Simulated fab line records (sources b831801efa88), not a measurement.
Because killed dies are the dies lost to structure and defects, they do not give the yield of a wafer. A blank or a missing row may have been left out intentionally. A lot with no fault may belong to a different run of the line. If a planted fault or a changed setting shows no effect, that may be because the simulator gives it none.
8D (eight disciplines) problem report, filled in by code -- flow gf180mcu -- the parts of the form that need people (team, actions taken, sign-off) are left out

== 1. WHAT WENT WRONG ==
developer-temp-C at GF_CONTACT_DEVELOP_13 reads a mean of 23.15 C on 6 wafers of 2 lots; wafers without a fault read 20.97 C with a standard deviation of 0.095. That is +23 standard deviations from the usual mean.
The step: develop time 60 s.
Earliest sighting: wafer L690.2 on litho-track-03 at day 20 08:58. The record holds 42 wafers of 14 lots with a number at this step. Rule for "out", or "out of limits": more than 4 standard deviations from the usual mean. Any other wafer with a number is counted as sound.

== 2. WHAT IT IS, WHAT IT ISN'T ==
question,is,is not
which readings at this step,developer-temp-C,exhaust-pa
which lots,"L690, L691","L679, L681, L682, L683, L684, L687, L692, L693, L695, L696, L699, L701"
which wafers of those lots,all that have a number,-
read on which tools,litho-track-03,"litho-track-01, litho-track-04"
when,from day 20 08:58,"up to then (18 sound wafers); but 18 sound wafers of L692, L693, L695, L696, L699, L701 came after"

== 3. SUSPECTS, AND WHAT RULES EACH OUT ==
Counting: any tool at a process step up to the reading is kept as a suspect provided that every lot that is out went through it and no sound lot did after the first of them.
- litho-track-03 at GF_CONTACT_DEVELOP_13 (develop time 60 s): ruled out as a lasting fault. Sound lots L699, L701 ran on it after its first lot that is out, L690 (day 20 08:58).
Left after counting: nothing in the record.

== 4. THE CAUSE (what the simulator had put in) ==
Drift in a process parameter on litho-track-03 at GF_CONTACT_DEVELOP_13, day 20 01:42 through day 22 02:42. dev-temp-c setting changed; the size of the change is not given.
Counting ruled it out, wrongly.

== 5. THE EFFECT CHAIN, in route order ==
Each row: a reading whose mean over the struck wafers that have a number lies more than 3 standard deviations from the usual. Scope: only readings with a usual standard deviation given in the record; hours: median across lots of the time from each lot's start at the first step in this table that gives one to its start at this step; sigmas: change in usual standard deviations.
hours,step,reading,usual,on struck wafers,change,sigmas
0,GF_CONTACT_DEVELOP_13,developer-temp-C,20.97 C,23.15,+2.18,+23
Process steps it contains:
- GF_CONTACT_DEVELOP_13: develop time 60 s.

== 6. HOW IT WOULD HAVE BEEN CAUGHT EARLIER ==
In this record the first reading out of limits was taken at day 20 08:58, 7 hours after the fault began at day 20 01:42.
